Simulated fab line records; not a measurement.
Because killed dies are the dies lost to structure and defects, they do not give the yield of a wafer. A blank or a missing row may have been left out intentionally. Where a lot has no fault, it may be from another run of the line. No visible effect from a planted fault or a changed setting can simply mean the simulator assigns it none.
fab line records :: flow sky130
record
  lots=4
  wafers=12
  last_day=49
route steps=708 shown CONTACT@425 METAL1@434 VIA1@458 PAD_OPEN@708
lots that met no fault: from a run of the same line without faults
start_h: hours from the record's first day to the start of the lot's first wafer shown :: wait_h: hours since the lot's step before :: " same as the row above :: L1.1+2: a row that stands for several wafers :: - no value, or no start given :: * or withheld: withheld :: < > ~ a bound
route shown NAME@n: NAME is a module with steps in the file, n the number in the route of the first one :: usual: average and standard deviation across the fault-free wafers :: same: alike in all rows :: chamber/n: place in a boat :: sites: readings site by site :: _std_site: standard deviation of those values :: _edge_site: mean of outer sites minus mean of inner sites :: radius_mm: for every site, how far away it sits from the centre of the wafer :: mask NAME#n: copy n :: behind: tool/chamber where the wafer was last shaped :: hold: the reason the lot was held/the length of the hold in hours/how it ended :: device: the transistor (n, p or np) that didn't switch :: end of line: the tests these same wafers got at the end of their route :: a step given without rows: its recipe and nothing more :: killed: the dies lost at the first sort to structure and to defects; this is not the yield of the wafer :: map: shows each die of a wafer: x if killed, . if not, _ if none is there
set.NAME: the setting the step ran with; set.NAME@STEP: the setting that earlier step ran with :: model.NAME: the simulator's own value behind a step, which no gauge read
lots seen at some steps along the route; tables by step, rows by wafer
services: a tool's chamber out of use, with start hour (start_h, from the record's first day; less than 0 if before it), hours out, and reason
## steps
# step SKY_CONTACT_STRIP_19
# recipe
  chemistry=O2/N2
  power_w=1400
  pressure_mtorr=1500
  platen_temp_c=withheld
  o2_flow_sccm=3000
  n2_flow_sccm=300
  overash_fraction=0.5
# step SKY_CONTACT_STRIP_20
# recipe
  chemistry=post_etch_residue_remover
  time_s=1200
  temp_c=72.5
# step SKY_CONTACT_CLEAN_21
# recipe
  chemistry=IPA
  time_s=180
  temp_c=25
# step SKY_CONTACT_CLEAN_22
# recipe
  chemistry=O3/DIW
  dry=n2_spin
# step SKY_CONTACT_SPUTTER_23
# recipe
  material=TiN
  target_thk_nm=20
  chamber_pressure_pa=5
  power_w=4000
  time_s=80
# step SKY_CONTACT_CVD_24
# recipe
  material=W
  target_thk_nm=340
  time_s=102.12
  temp_c=400
  pressure_torr=40
# step SKY_CONTACT_CMP_27
# recipe
  stop_on=SiO2
  t_overpolish_s=15
  down_force_psi=3.5
  platen_rpm=60
  target_thk_nm=0
  pad_velocity_m_s=0.94248
# step SKY_METAL1_SPUTTER_00
# recipe
  material=Ti
  target_thk_nm=15
  power_w=3000
  time_s=10
  chamber_pressure_pa=0.4
# step SKY_METAL1_SPUTTER_01
# recipe
  material=TiN
  target_thk_nm=20
  power_w=6500
  time_s=16.7
  chamber_pressure_pa=0.4
# step SKY_METAL1_SPUTTER_02
# recipe
  material=AlCu
  target_thk_nm=250
  power_w=10600
  time_s=13.3
  chamber_pressure_pa=0.4
# step SKY_METAL1_SPUTTER_03
# recipe
  material=Ti
  target_thk_nm=5
  power_w=3000
  time_s=3.3
  chamber_pressure_pa=0.4
# usual
  throttle_valve_pct=29.5/1.1
lot.wafer: L779.2
tool: pvd_sputter-04
chamber: -
start_h: 792.09
wait_h: 0.0
throttle_valve_pct: 30.1

lot.wafer: L779.3
tool: pvd_sputter-04
chamber: -
start_h: 792.09
wait_h: 0.0
throttle_valve_pct: 28.9

lot.wafer: L779.5
tool: pvd_sputter-04
chamber: -
start_h: 792.09
wait_h: 0.0
throttle_valve_pct: 31.0

lot.wafer: L784.4
tool: pvd_sputter-04
chamber: -
start_h: 876.69
wait_h: 0.0
throttle_valve_pct: 30.2

lot.wafer: L784.5
tool: pvd_sputter-04
chamber: -
start_h: 876.69
wait_h: 0.0
throttle_valve_pct: 31.2

lot.wafer: L784.6
tool: pvd_sputter-04
chamber: -
start_h: 876.69
wait_h: 0.0
throttle_valve_pct: 29.0

lot.wafer: L786.1
tool: pvd_sputter-01
chamber: -
start_h: 881.20
wait_h: 0.0
throttle_valve_pct: 30.2

lot.wafer: L786.4
tool: pvd_sputter-01
chamber: -
start_h: 881.20
wait_h: 0.0
throttle_valve_pct: 28.3

lot.wafer: L786.5
tool: pvd_sputter-01
chamber: -
start_h: 881.20
wait_h: 0.0
throttle_valve_pct: 27.6

lot.wafer: L789.4
tool: pvd_sputter-04
chamber: -
start_h: 887.75
wait_h: 0.0
throttle_valve_pct: 31.0

lot.wafer: L789.5
tool: pvd_sputter-04
chamber: -
start_h: 887.75
wait_h: 0.0
throttle_valve_pct: 31.1

lot.wafer: L789.6
tool: pvd_sputter-04
chamber: -
start_h: 887.75
wait_h: 0.0
throttle_valve_pct: 29.9
# step SKY_METAL1_SPUTTER_04
# recipe
  material=TiN
  target_thk_nm=70
  power_w=6500
  time_s=58.3
  chamber_pressure_pa=0.4
# step SKY_METAL1_DEHYDRATE_07
# recipe
  temp_c=200
  time_s=60
# step SKY_METAL1_HMDS_08
# recipe
  prime_time_s=60
  prime_temp_c=120
# step SKY_METAL1_COAT_09
# recipe
  resist=BARC
  temp_c=withheld
  time_s=withheld
  spin_rpm=3000
  resist_thk_nm=60
# step SKY_METAL1_COAT_10
# recipe
  resist=KrF-thick
  spin_rpm=3000
  resist_thk_nm=450
# step SKY_METAL1_SOFTBAKE_11
# recipe
  temp_c=100
  time_s=90
  resist=KrF-thick
# step SKY_METAL1_EXPOSE_12
# recipe
  mask_id=MM1
  na=0.8
  source_shape=annular
  sigma_inner=0.55
  sigma_outer=0.85
  target_cd_nm=140
  dose_mj=28
# step SKY_METAL1_PEB_13
# recipe
  peb_temp_c=withheld
  peb_time_s=withheld
  resist=KrF-thick
# step SKY_METAL1_DEVELOP_14
# recipe
  develop_time_s=60
  resist=KrF-thick
  dev_temp_c=21
# step SKY_METAL1_DESCUM_17
# recipe
  chemistry=O2
  source_power_w=150
  bias_power_w=0
  pressure_mtorr=10
  temp_c=40
  time_s=8
# step SKY_METAL1_ETCH_18
# recipe
  chemistry=N2/H2
  target=BARC
  ion_energy_ev=200
  bias_w=100
  pressure_mtorr=30
  n2_flow_sccm=100
  h2_flow_sccm=200
  icp_w=500
  stop_on=SiO2
  time_s=45.9
  target_depth_a=600
# step SKY_METAL1_METAL_ETCH_19
# recipe
  target_depth_a=3600
  stop_on=SiO2
  over_etch_frac=0.3
  time_s=78
  chemistry=Cl2/BCl3
  resist_sidewall_deg=88
  pressure_mtorr=10
  icp_w=900
  bias_w=48.5
  Cl2_flow_sccm=60
  bcl3_flow_sccm=30
# step SKY_METAL1_STRIP_20
# recipe
  chemistry=O2/N2
  power_w=1400
  pressure_mtorr=1500
  platen_temp_c=withheld
  o2_flow_sccm=3000
  n2_flow_sccm=300
  overash_fraction=0.5
# step SKY_METAL1_STRIP_21
# recipe
  chemistry=post_etch_residue_remover
  time_s=1200
  temp_c=72.5
# step SKY_METAL1_CLEAN_22
# recipe
  chemistry=IPA
  time_s=180
  temp_c=25
# step SKY_METAL1_CLEAN_23
# recipe
  chemistry=O3/DIW
  dry=n2_spin
# step SKY_VIA1_HDPCVD_00
# recipe
  material=SiO2
  target_thk_nm=1030
  sigma_open_frac=0.3
  time_s=171.7
  temp_c=400
  sih4_flow_sccm=60
  pressure_mtorr=6
# step SKY_VIA1_CMP_02
# recipe
  material=SiO2
  down_force_psi=4
  platen_rpm=60
  pad_velocity_m_s=0.94248
# step SKY_VIA1_DEHYDRATE_04
# recipe
  temp_c=200
  time_s=60
# step SKY_VIA1_HMDS_05
# recipe
  prime_time_s=60
  prime_temp_c=120
# step SKY_VIA1_COAT_06
# recipe
  resist=BARC
  temp_c=withheld
  time_s=withheld
  spin_rpm=3000
  resist_thk_nm=60
# step SKY_VIA1_COAT_07
# recipe
  resist=KrF-thick
  spin_rpm=3000
  resist_thk_nm=450
# step SKY_VIA1_SOFTBAKE_08
# recipe
  temp_c=100
  time_s=90
  resist=KrF-thick
# step SKY_PAD_OPEN_PROBE_99
# usual
  defect_limited_yield=82.6/2
  killed_at_M0_to_M3=43/7.3
  killed_at_M4_up=3.4/1.7
  killed_at_contacts=24/4.5
  killed_at_front_end=16/4.4
  killed_at_other=0.2/0.51
  killed_dies=86/9.7
  killed_open=46/6.6
  killed_short=39/7.1
  sort_bin_3_pad_short=0.9/0.45
  sort_bin_5_function=10.4/1.4
  sort_bin_6_memory=6.2/1.2
  sort_n_pass=406/9.7
  sort_yield_pct=82.6/2
# same
  gross_dies=492
  killed_at_back_side=0
  sort_bin_4_leakage[%]=0
  sort_bin_8_speed[%]=0
lot.wafer: L779.2
tool: prober-01
chamber: -
start_h: 1167.10
wait_h: 0.1
defect_limited_yield[%]: 82.3
killed_at_M0_to_M3: 40
killed_at_M4_up: 5
killed_at_contacts: 22
killed_at_front_end: 20
killed_at_other: 0
killed_dies: 87
killed_open: 43
killed_short: 44
sort_bin_3_pad_short[%]: 0.6
sort_bin_5_function[%]: 9.8
sort_bin_6_memory[%]: 7.3
sort_n_pass: 405
sort_yield_pct[%]: 82.3
model.etest.tester.sort_n_pass: 405
model.etest.tester.sort_yield_pct: 82.32
model.etest.tester.sort_bin_5_pct: 9.756
model.etest.tester.sort_bin_3_pct: 0.6098

lot.wafer: L779.3
tool: prober-01
chamber: -
start_h: 1167.15
wait_h: 0.2
defect_limited_yield[%]: 82.5
killed_at_M0_to_M3: 46
killed_at_M4_up: 5
killed_at_contacts: 19
killed_at_front_end: 16
killed_at_other: 0
killed_dies: 86
killed_open: 34
killed_short: 51
sort_bin_3_pad_short[%]: 0.6
sort_bin_5_function[%]: 10.8
sort_bin_6_memory[%]: 6.1
sort_n_pass: 406
sort_yield_pct[%]: 82.5
model.etest.tester.sort_n_pass: 406
model.etest.tester.sort_yield_pct: 82.52
model.etest.tester.sort_bin_5_pct: 10.77
model.etest.tester.sort_bin_3_pct: 0.6098

lot.wafer: L779.5
tool: prober-01
chamber: -
start_h: 1167.25
wait_h: 0.2
defect_limited_yield[%]: 79.1
killed_at_M0_to_M3: 58
killed_at_M4_up: 3
killed_at_contacts: 23
killed_at_front_end: 19
killed_at_other: 0
killed_dies: 103
killed_open: 50
killed_short: 53
sort_bin_3_pad_short[%]: 1.0
sort_bin_5_function[%]: 11.2
sort_bin_6_memory[%]: 8.7
sort_n_pass: 389
sort_yield_pct[%]: 79.1
model.etest.tester.sort_n_pass: 389
model.etest.tester.sort_yield_pct: 79.06
model.etest.tester.sort_bin_5_pct: 11.18
model.etest.tester.sort_bin_3_pct: 1.016

lot.wafer: L784.4
tool: prober-01
chamber: -
start_h: 1180.61
wait_h: 0.2
defect_limited_yield[%]: 76.0
killed_at_M0_to_M3: 67
killed_at_M4_up: 1
killed_at_contacts: 25
killed_at_front_end: 24
killed_at_other: 1
killed_dies: 118
killed_open: 41
killed_short: 46
sort_bin_3_pad_short[%]: 3.0
sort_bin_5_function[%]: 15.2
sort_bin_6_memory[%]: 5.7
sort_n_pass: 374
sort_yield_pct[%]: 76.0
model.etest.tester.sort_n_pass: 374
model.etest.tester.sort_yield_pct: 76.02
model.etest.tester.sort_bin_5_pct: 15.24
model.etest.tester.sort_bin_3_pct: 3.049

lot.wafer: L784.5
tool: prober-01
chamber: -
start_h: 1180.66
wait_h: 0.2
defect_limited_yield[%]: 72.2
killed_at_M0_to_M3: 105
killed_at_M4_up: 0
killed_at_contacts: 18
killed_at_front_end: 14
killed_at_other: 0
killed_dies: 137
killed_open: 41
killed_short: 32
sort_bin_3_pad_short[%]: 3.7
sort_bin_5_function[%]: 17.3
sort_bin_6_memory[%]: 6.9
sort_n_pass: 355
sort_yield_pct[%]: 72.2
model.etest.tester.sort_n_pass: 355
model.etest.tester.sort_yield_pct: 72.15
model.etest.tester.sort_bin_5_pct: 17.28
model.etest.tester.sort_bin_3_pct: 3.659

lot.wafer: L784.6
tool: prober-01
chamber: -
start_h: 1180.71
wait_h: 0.2
defect_limited_yield[%]: 68.9
killed_at_M0_to_M3: 118
killed_at_M4_up: 1
killed_at_contacts: 19
killed_at_front_end: 15
killed_at_other: 0
killed_dies: 153
killed_open: 48
killed_short: 40
sort_bin_3_pad_short[%]: 5.1
sort_bin_5_function[%]: 19.7
sort_bin_6_memory[%]: 6.3
sort_n_pass: 339
sort_yield_pct[%]: 68.9
model.etest.tester.sort_n_pass: 339
model.etest.tester.sort_yield_pct: 68.9
model.etest.tester.sort_bin_5_pct: 19.72
model.etest.tester.sort_bin_3_pct: 5.081

lot.wafer: L786.1
tool: prober-01
chamber: -
start_h: 1181.96
wait_h: 0.1
defect_limited_yield[%]: 87.0
killed_at_M0_to_M3: 33
killed_at_M4_up: 3
killed_at_contacts: 15
killed_at_front_end: 13
killed_at_other: 0
killed_dies: 64
killed_open: 35
killed_short: 29
sort_bin_3_pad_short[%]: 0.8
sort_bin_5_function[%]: 7.1
sort_bin_6_memory[%]: 5.1
sort_n_pass: 428
sort_yield_pct[%]: 87.0
model.etest.tester.sort_n_pass: 428
model.etest.tester.sort_yield_pct: 86.99
model.etest.tester.sort_bin_5_pct: 7.114
model.etest.tester.sort_bin_3_pct: 0.813

lot.wafer: L786.4
tool: prober-01
chamber: -
start_h: 1182.11
wait_h: 0.2
defect_limited_yield[%]: 82.9
killed_at_M0_to_M3: 39
killed_at_M4_up: 5
killed_at_contacts: 23
killed_at_front_end: 17
killed_at_other: 0
killed_dies: 84
killed_open: 61
killed_short: 22
sort_bin_3_pad_short[%]: 0.4
sort_bin_5_function[%]: 10.8
sort_bin_6_memory[%]: 5.9
sort_n_pass: 408
sort_yield_pct[%]: 82.9
model.etest.tester.sort_n_pass: 408
model.etest.tester.sort_yield_pct: 82.93
model.etest.tester.sort_bin_5_pct: 10.77
model.etest.tester.sort_bin_3_pct: 0.4065

lot.wafer: L786.5
tool: prober-01
chamber: -
start_h: 1182.16
wait_h: 0.2
defect_limited_yield[%]: 84.6
killed_at_M0_to_M3: 44
killed_at_M4_up: 3
killed_at_contacts: 23
killed_at_front_end: 6
killed_at_other: 0
killed_dies: 76
killed_open: 41
killed_short: 35
sort_bin_3_pad_short[%]: 0.6
sort_bin_5_function[%]: 9.1
sort_bin_6_memory[%]: 5.7
sort_n_pass: 416
sort_yield_pct[%]: 84.6
model.etest.tester.sort_n_pass: 416
model.etest.tester.sort_yield_pct: 84.55
model.etest.tester.sort_bin_5_pct: 9.146
model.etest.tester.sort_bin_3_pct: 0.6098

lot.wafer: L789.4
tool: prober-01
chamber: -
start_h: 1185.44
wait_h: 0.2
defect_limited_yield[%]: 72.2
killed_at_M0_to_M3: 96
killed_at_M4_up: 5
killed_at_contacts: 21
killed_at_front_end: 15
killed_at_other: 0
killed_dies: 137
killed_open: 41
killed_short: 32
sort_bin_3_pad_short[%]: 4.7
sort_bin_5_function[%]: 17.1
sort_bin_6_memory[%]: 6.1
sort_n_pass: 355
sort_yield_pct[%]: 72.2
model.etest.tester.sort_n_pass: 355
model.etest.tester.sort_yield_pct: 72.15
model.etest.tester.sort_bin_5_pct: 17.07
model.etest.tester.sort_bin_3_pct: 4.675

lot.wafer: L789.5
tool: prober-01
chamber: -
start_h: 1185.49
wait_h: 0.2
defect_limited_yield[%]: 70.9
killed_at_M0_to_M3: 106
killed_at_M4_up: 3
killed_at_contacts: 21
killed_at_front_end: 13
killed_at_other: 0
killed_dies: 143
killed_open: 48
killed_short: 32
sort_bin_3_pad_short[%]: 5.1
sort_bin_5_function[%]: 17.5
sort_bin_6_memory[%]: 6.5
sort_n_pass: 349
sort_yield_pct[%]: 70.9
model.etest.tester.sort_n_pass: 349
model.etest.tester.sort_yield_pct: 70.94
model.etest.tester.sort_bin_5_pct: 17.48
model.etest.tester.sort_bin_3_pct: 5.081

lot.wafer: L789.6
tool: prober-01
chamber: -
start_h: 1185.54
wait_h: 0.2
defect_limited_yield[%]: 69.5
killed_at_M0_to_M3: 111
killed_at_M4_up: 1
killed_at_contacts: 24
killed_at_front_end: 14
killed_at_other: 0
killed_dies: 150
killed_open: 46
killed_short: 39
sort_bin_3_pad_short[%]: 4.7
sort_bin_5_function[%]: 18.1
sort_bin_6_memory[%]: 7.7
sort_n_pass: 342
sort_yield_pct[%]: 69.5
model.etest.tester.sort_n_pass: 342
model.etest.tester.sort_yield_pct: 69.51
model.etest.tester.sort_bin_5_pct: 18.09
model.etest.tester.sort_bin_3_pct: 4.675
# killed by level:class
L779.2 VIA1:geometric_particle:open=9 CONTACT:geometric_particle:open=8 LI_CONTACT:geometric_particle:short=6 VIA3:geometric_particle:open=6 POLY_GATE:geometric_particle:short=5 VIA2:geometric_particle:short=5 LI_CONTACT:geometric_particle:open=5 VIA3:geometric_particle:short=5
L779.3 METAL1:geometric_particle:short=10 CONTACT:geometric_particle:open=6 VIA2:geometric_particle:short=6 FIELD_ISO:geometric_particle:short=5 POLY_GATE:geometric_particle:short=5 LOCAL_INTERCONNECT:geometric_particle:short=5 VIA1:geometric_particle:open=5 VIA3:geometric_particle:open=5
L779.5 VIA1:geometric_particle:open=14 VIA1:geometric_particle:short=9 METAL1:geometric_particle:short=8 METAL2:geometric_particle:short=8 POLY_GATE:geometric_particle:open=6 VIA2:geometric_particle:open=6 CONTACT:geometric_particle:open=5 VIA2:geometric_particle:short=5
L784.4 METAL1:unspecified=31 LI_CONTACT:geometric_particle:open=10 VIA1:geometric_particle:open=10 FIELD_ISO:geometric_particle:short=9 FIELD_ISO:geometric_particle:open=5 LOCAL_INTERCONNECT:geometric_particle:short=5 VIA1:geometric_particle:short=5 VIA2:geometric_particle:open=5
L784.5 METAL1:unspecified=64 VIA1:geometric_particle:open=16 VIA2:geometric_particle:open=7 METAL1:geometric_particle:short=6 CONTACT:geometric_particle:open=5 POLY_GATE:geometric_particle:short=4 LI_CONTACT:geometric_particle:short=4 LI_CONTACT:geometric_particle:open=4
L784.6 METAL1:unspecified=65 METAL1:geometric_particle:short=10 CONTACT:geometric_particle:open=9 VIA1:geometric_particle:open=8 VIA3:geometric_particle:open=7 METAL2:geometric_particle:short=6 VIA2:geometric_particle:open=5 VIA2:geometric_particle:short=5
L786.1 VIA1:geometric_particle:open=11 CONTACT:geometric_particle:open=6 METAL1:geometric_particle:short=5 POLY_GATE:geometric_particle:open=4 METAL2:geometric_particle:short=4 FIELD_ISO:geometric_particle:open=3 LOCAL_INTERCONNECT:geometric_particle:open=3 POLY_GATE:geometric_particle:short=3
L786.4 VIA1:geometric_particle:open=11 LI_CONTACT:geometric_particle:open=10 CONTACT:geometric_particle:open=9 VIA2:geometric_particle:open=8 VIA3:geometric_particle:open=7 METAL4:geometric_particle:open=5 SPACER:geometric_particle:open=4 VIA2:geometric_particle:short=4
L786.5 VIA1:geometric_particle:open=9 VIA2:geometric_particle:open=9 CONTACT:geometric_particle:open=8 VIA1:geometric_particle:short=6 LI_CONTACT:geometric_particle:open=5 LOCAL_INTERCONNECT:geometric_particle:short=5 METAL2:geometric_particle:short=4 VIA2:geometric_particle:short=4
L789.4 METAL1:unspecified=62 VIA1:geometric_particle:open=14 LI_CONTACT:geometric_particle:open=7 CONTACT:geometric_particle:open=5 METAL1:geometric_particle:short=5 POLY_GATE:geometric_particle:open=4 METAL2:geometric_particle:short=4 POLY_GATE:geometric_particle:short=3
L789.5 METAL1:unspecified=63 VIA3:geometric_particle:open=10 CONTACT:geometric_particle:open=10 VIA2:geometric_particle:open=8 METAL2:geometric_particle:short=5 VIA1:geometric_particle:open=5 FIELD_ISO:geometric_particle:open=4 METAL1:geometric_particle:short=4
L789.6 METAL1:unspecified=64 VIA1:geometric_particle:open=13 LI_CONTACT:geometric_particle:open=8 METAL1:geometric_particle:short=8 CONTACT:geometric_particle:short=7 VIA3:geometric_particle:open=7 METAL2:geometric_particle:short=4 METAL2:geometric_particle:open=4
# map L784.6 (x killed, . not)
__________........xx_________
________...x......x..._______
______....x....x....x.x._____
_____.........x.x........____
____x...............x.....___
___x.....x...x.x......x....__
__x....xx.........x.x......._
_...x..x...........x....x.x..
_....x......xx......x..x.....
_x............x..x...........
_xxx....xx..xxxx.............
_..xxx.xxx.xx........xxx..x.x
_x...x.xxxxxxxxx.xx.x.xx.....
_.....xxxxxxxxxx.......x.x...
_...xxxxxxxxxxxxx.........x.x
__....xxxxxxxxxx........x..._
___x.xxxxxxxxxxxx..x.x.x...__
____.xxxxxxxx.x.x.x....x..___
_____....xxx.............____
______....x..x..x......._____
________x.x...xxx....._______
__________..xx....x._________
# map L789.6 (x killed, . not)
__________.....x...._________
________.xxx.......x.._______
______xx.x.....x......xx_____
_____....x.xxx.........x.____
____xx.xxxxxxxxxx...x...x.___
___......xxxxxxx.xx........__
__.....xxxxxxxxxxx........x._
_.....x..xxxxxxxxxxx.........
_.....xxxxxxxxxxx.......x..x.
_x.......xxxxxxx...x.......x.
_.......x.xxxxxx.............
_...x.....x..x.....x...xx.x.x
_..x....x....x........x.xxx..
_x.......x..x.....x.xxx......
_....xx..x.......x....x.....x
__.x........x...x..x......xx_
___x.x.x............x..xx..__
____...x...x......x...x...___
_____..x......x.x........____
______....x...x.x......._____
________x..xx..x......_______
__________x.x.....x._________
## services
tool: pvd_sputter-01
chamber: 0
start_h: 872.37
hours: -
kind: consumable_replace:kit

tool: pvd_sputter-01
chamber: 0
start_h: 872.37
hours: 18.0
kind: scheduled_down

tool: pvd_sputter-01
chamber: 0
start_h: 872.37
hours: 18.0
kind: vent_cycle
## key
first_sign
  step=SKY_PAD_OPEN_PROBE_99
  reading=killed_at_M0_to_M3
  direction=up
  sigmas=7.9
  usual=43
  struck=100
effect
  step=SKY_PAD_OPEN_PROBE_99
  reading=sort_bin_3_pad_short
  direction=up
  sigmas=7.9
  usual=0.9
  struck=4.4
model_effect
  step=SKY_PAD_OPEN_PROBE_99
  value=etest.tester.sort_n_pass
  without=400.3
  struck=352.3
met_at SKY_METAL1_SPUTTER_03
struck_wafers L784.4,L784.5,L784.6,L789.4,L789.5,L789.6
onset_between 792.09 876.69
fault
  kind=chamber_particle_source
  tool=pvd_sputter-04
  chamber=-
  onset_h=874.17
  steps=SKY_METAL1_SPUTTER_03
  rate_per_visit_cm2=1.6068
  end_h=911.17
